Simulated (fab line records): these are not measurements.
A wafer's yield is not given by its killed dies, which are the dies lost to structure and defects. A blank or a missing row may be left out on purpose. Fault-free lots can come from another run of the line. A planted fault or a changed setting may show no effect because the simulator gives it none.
Which tool was responsible? | flow sky130 | Sampling: 11 lots, 33 wafers, 5 of 708 route steps

## WHAT THE GAUGES SHOWED, per wafer
SKY_VT_ADJUST_HVTP_TW_MEAS_11.
lot  | measured     | on            | VT_ADJUST_HVTP_TW
L900 | day 6 00:26  | film metro-01 | 1364 1359 1366
L902 | day 6 14:52  | film metro-02 | 1355 1363 1365
L904 | day 7 04:25  | film metro-01 | 1357 1359 1357
L905 | day 7 13:26  | film metro-01 | 1354 1363 1364
L907 | day 8 00:36  | film metro-04 | 1355 1354 1351
L912 | day 9 09:41  | film metro-02 | 1368 1374 1368
L915 | day 9 21:58  | film metro-04 | 1347 1351 1345
L916 | day 10 07:02 | film metro-04 | 1364 1371 1361
L918 | day 10 17:48 | film metro-01 | 1368 1358 1361
L920 | day 11 07:51 | film metro-01 | 1371 1363 1361
L922 | day 11 22:06 | film metro-02 | 1359 1368 1363

SKY_GATE_OXIDE_THK_MEAS_02.
lot  | measured     | on            | GATE_OXIDE_OXIDATION_00_THK (nm)
L900 | day 12 14:31 | film metro-01 | 10.27 10.46 10.42
L902 | day 13 09:12 | film metro-01 | 10.50 10.42 10.36
L904 | day 14 04:29 | film metro-02 | 10.11 10.01 9.89
L905 | day 14 14:20 | film metro-02 | 10.28 10.47 10.28
L907 | day 15 08:04 | film metro-03 | 10.28 10.41 10.29
L912 | day 17 02:25 | film metro-02 | 10.39 10.54 10.53
L915 | day 17 16:55 | film metro-01 | 10.50 10.39 10.28
L916 | day 18 05:59 | film metro-01 | 9.25 9.39 9.23 9.22 9.42 9.26
L918 | day 18 23:11 | film metro-03 | 9.17 9.38 9.11 9.09 9.43 9.13
L920 | day 19 19:10 | film metro-03 | 10.47 10.59 10.25
L922 | day 20 11:00 | film metro-02 | 10.17 10.12 10.24

SKY_POLY_GATE_THK_MEAS_21.
lot  | measured     | on            | POLY_GATE_OXIDATION_THK (nm)
L900 | day 16 05:35 | film metro-04 | 3.92 3.97 4.02
L902 | day 17 05:10 | film metro-01 | 3.96 4.05 4.07
L904 | day 18 01:27 | film metro-02 | 4.05 3.94 4.00
L905 | day 18 15:53 | film metro-01 | 3.98 3.89 3.88
L907 | day 19 08:25 | film metro-02 | 4.09 4.02 3.96
L912 | day 21 04:29 | film metro-02 | 4.09 4.05 4.08
L915 | day 21 21:08 | film metro-01 | 4.08 4.13 4.16
L916 | day 22 09:49 | film metro-02 | 4.02 4.02 3.99
L918 | day 23 03:02 | film metro-04 | 3.96 4.06 4.02
L920 | day 23 19:47 | film metro-04 | 4.15 4.05 4.17
L922 | day 24 13:52 | film metro-04 | 4.03 4.07 3.96

## WHICH TOOL RAN EACH LOT (tool, then ch and the chambers of the sampled wafers, then the start)
lot  | SKY_FIELD_ISO_STRIP_16              | SKY_GATE_OXIDE_OXIDATION_01
L900 | plasma asher-02 ch 0,1, day 2 05:10 | furnace-02 ch 0, day 12 13:07
L902 | plasma asher-02 ch 0,1, day 2 16:10 | furnace-02 ch 0, day 13 07:47
L904 | plasma asher-01 ch 0, day 3 02:37   | furnace-01 ch 0, day 14 03:04
L905 | plasma asher-01 ch 0,1, day 3 06:01 | furnace-01 ch 0, day 14 12:56
L907 | plasma asher-01 ch 0,1, day 3 17:40 | furnace-01 ch 0, day 15 06:39
L912 | plasma asher-01 ch 0,1, day 4 22:46 | furnace-01 ch 0, day 17 01:00
L915 | plasma asher-02 ch 0,1, day 5 10:16 | furnace-01 ch 0, day 17 15:30
L916 | plasma asher-02 ch 0,1, day 5 16:07 | furnace-01 ch 0, day 18 04:34
L918 | plasma asher-01 ch 0,1, day 6 01:23 | furnace-01 ch 0, day 18 21:47
L920 | plasma asher-04 ch 0, day 6 14:16   | furnace-02 ch 0, day 19 17:46
L922 | plasma asher-04 ch 0,1, day 6 22:11 | furnace-02 ch 0, day 20 09:35
- SKY_FIELD_ISO_STRIP_16: strips in O2/N2.
- SKY_GATE_OXIDE_OXIDATION_01: stabilise 600 s, purge 300 s, target thk 10.268 nm.

## AS READ BY THE TOOLS THEMSELVES (means over the sampled wafers that have a number; for cases with no such wafer, the mark the record gives instead)
SKY_FIELD_ISO_STRIP_16.
lot  | tool            | drypump motor current A (A) | oes product au (a.u.) | strip time to endpoint s (s)
L900 | plasma asher-02 | 6.0                         | 0.375                 | 3.529
L902 | plasma asher-02 | 6.0                         | 0.376                 | 3.582
L904 | plasma asher-01 | 6.6                         | 0.378                 | 3.527
L905 | plasma asher-01 | 6.3                         | 0.379                 | 3.555
L907 | plasma asher-01 | 6.3                         | 0.382                 | 3.564
L912 | plasma asher-01 | 6.3                         | 0.378                 | 3.491
L915 | plasma asher-02 | 6.0                         | 0.370                 | 3.535
L916 | plasma asher-02 | 6.0                         | 0.380                 | 3.550
L918 | plasma asher-01 | 6.3                         | 0.377                 | 3.552
L920 | plasma asher-04 | 5.4                         | 0.377                 | 3.496
L922 | plasma asher-04 | 5.5                         | 0.375                 | 3.526

SKY_GATE_OXIDE_OXIDATION_01.
lot  | tool       | spike tc bottom C (C) | spike tc centre C (C) | spike tc lower C (C) | spike tc top C (C) | spike tc upper C (C)
L900 | furnace-02 | 920.6                 | 899.6                 | 900.9                | 907.3              | 898.2
L902 | furnace-02 | 920.9                 | 899.8                 | 901.4                | 906.6              | 898.3
L904 | furnace-01 | 918.8                 | 900.6                 | 900.6                | 904.3              | 900.7
L905 | furnace-01 | 919.1                 | 899.3                 | 900.7                | 905.8              | 900.1
L907 | furnace-01 | 919.0                 | 899.8                 | 900.8                | 905.3              | 900.2
L912 | furnace-01 | 918.5                 | 899.1                 | 901.3                | 905.7              | 899.8
L915 | furnace-01 | 918.4                 | 899.6                 | 900.7                | 904.4              | 900.4
L916 | furnace-01 | 910.3                 | 890.2                 | 890.8                | 896.5              | 892.3
L918 | furnace-01 | 910.1                 | 889.3                 | 889.4                | 895.4              | 891.3
L920 | furnace-02 | 921.4                 | 899.0                 | 900.2                | 907.7              | 897.6
L922 | furnace-02 | 922.8                 | 899.7                 | 901.9                | 908.3              | 897.6

## THE ANSWER, worked out from the rows above alone
Rule: the usual values come from the lots themselves. The widest of any qualifying gaps counts: lots, ordered by their means at a reading, are off when they make up no more than a third of the lots, leave a main group of 4 or more, and stand apart from it by 3 or more times the standard deviation of that group's means. If all means in a main group match to the digits the tables above print for the reading, that group is not used. A lot without any number at a reading at which 4 lots or more have one is off too. Any other lot the step has rows for is counted as sound. After the gauges, taken in route order, come the tools' own readings; for these a lot's mean is taken, as printed above. The first step at which some lot is off is used, and at that step the reading that is off furthest; a lot without a number counts as furthest.
Off: L916, L918, at SKY_GATE_OXIDE_THK_MEAS_02 (GATE_OXIDE_OXIDATION_00_THK). Main group: mean 10.33 nm, sd 0.14.
A tool fits if, at a process step before that reading, it ran every lot that is off, and no sound lot after the first of them. Not tried: the gauges at SKY_GATE_OXIDE_THK_MEAS_02; whatever is off there is also off at SKY_GATE_OXIDE_OXIDATION_01, on other tools, and gauge error can't account for it. One fits: furnace-01 at SKY_GATE_OXIDE_OXIDATION_01. Its last sound lot is L915 (day 17 15:30), its first lot that is off L916 (day 18 04:34): a fault that began between those two fits.
The tool's own readings at SKY_GATE_OXIDE_OXIDATION_01 bear it out: on the lots that are off they differ by more than 5 times the standard deviation of the sound lots' means. spike tc bottom C reads 910.2 C there against 919.9 C on the sound lots; spike tc centre C reads 889.8 C there against 899.6 C on the sound lots; spike tc lower C reads 890.1 C there against 900.9 C on the sound lots; spike tc top C reads 896.0 C there against 906.2 C on the sound lots; spike tc upper C reads 891.8 C there against 899.2 C on the sound lots.

## WHAT HAD BEEN PUT IN BY THE SIMULATOR
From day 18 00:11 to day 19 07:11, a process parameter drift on furnace-01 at SKY_GATE_OXIDE_OXIDATION_01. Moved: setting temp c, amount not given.
Shown lots that were struck: L916, L918. The rule given above showed the same thing.
